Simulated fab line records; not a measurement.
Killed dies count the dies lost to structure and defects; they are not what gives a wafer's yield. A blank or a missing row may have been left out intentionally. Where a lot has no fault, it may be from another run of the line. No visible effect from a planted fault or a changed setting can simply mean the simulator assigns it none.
A single fault, viewed from 2 desks	flow gf180mcu	only its own numbers are on each desk; what lay behind them is given at the end

## METROLOGY DESK
Lot by lot, what the gauges showed, no matter which tool ran the lot: averages of those sampled wafers that carry a number. A lot is out of limits, marked OUT, if its mean lies more than 4 standard deviations from the usual mean; the brackets give that distance.
Columns: A = SAB_CVD_00_THK at GF_SAB_THK_MEAS_01, usual 50.0 nm; B = V1_CVD_02_THK at GF_V1_THK_MEAS_03, usual 852 nm; C = V2_CVD_00_THK at GF_V2_THK_MEAS_01, usual 598 nm
lot	first seen here	A	B	C
L433	day 14 04:06	50.5	853	599
L434	day 14 14:33	49.9	847	593
L436	day 15 04:09	49.8	849	603
L437	day 16 00:54	49.5	848	598
L438	day 16 01:47	49.8	846	598
L440	day 17 13:53	50.1	855	605
L443	day 18 12:05	50.9	868	599
L444	day 18 19:04	50.1	851	599
L450	day 20 16:22	49.6	695 (-13) OUT	599
L455	day 22 07:22	50.6	839	599
L456	day 22 09:40	49.8	870	594
Finding of this desk: L450 out of limits, first seen on L450 at day 23 17:43 (V1_CVD_02_THK at GF_V1_THK_MEAS_03). In limits: L433, L434, L436, L437, L438, L440, L443, L444, L455, L456.

## TOOL OWNER'S DESK, pecvd-02
The tool's own readings at GF_V1_CVD_02 (deposits SiO2 from TEOS, target thk 850 nm, time 94.851 s): means of the sampled wafers that have a number, for each lot that ran on this tool. A lot is out of limits, marked OUT, if its mean lies more than 4 standard deviations from the usual mean; the brackets give that distance.
Columns: A = heater power w at GF_V1_CVD_02, usual 651 W; B = rf fwd power W at GF_V1_CVD_02, usual 596.5 W; C = susceptor temp C at GF_V1_CVD_02, usual 399.97 C
lot	first seen here	A	B	C
L434	day 17 12:10	788	594.8	400.11
L436	day 18 03:18	698	598.4	400.00
L444	day 21 23:52	687	595.7	399.84
L450	day 23 17:38	647	594.8	400.20
Result from this desk: across the 4 lots, nothing is out of limits.

## BROUGHT TOGETHER
At day 23 17:43 the metrology desk could have sounded an alarm, on L450.
The desk of the tool owner found nothing out of limits.
On record at the tool owner's desk: L450, within its limits.
GF_V1_CVD_02 was run on pecvd-02 by each of the lots named.

## WHAT WAS PUT IN BY THE SIMULATOR
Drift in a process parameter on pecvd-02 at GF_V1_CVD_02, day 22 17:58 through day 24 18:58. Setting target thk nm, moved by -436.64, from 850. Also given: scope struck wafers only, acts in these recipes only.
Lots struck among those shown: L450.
Hours from the fault's start to each desk's first reading out of limits: the metrology desk, 24.
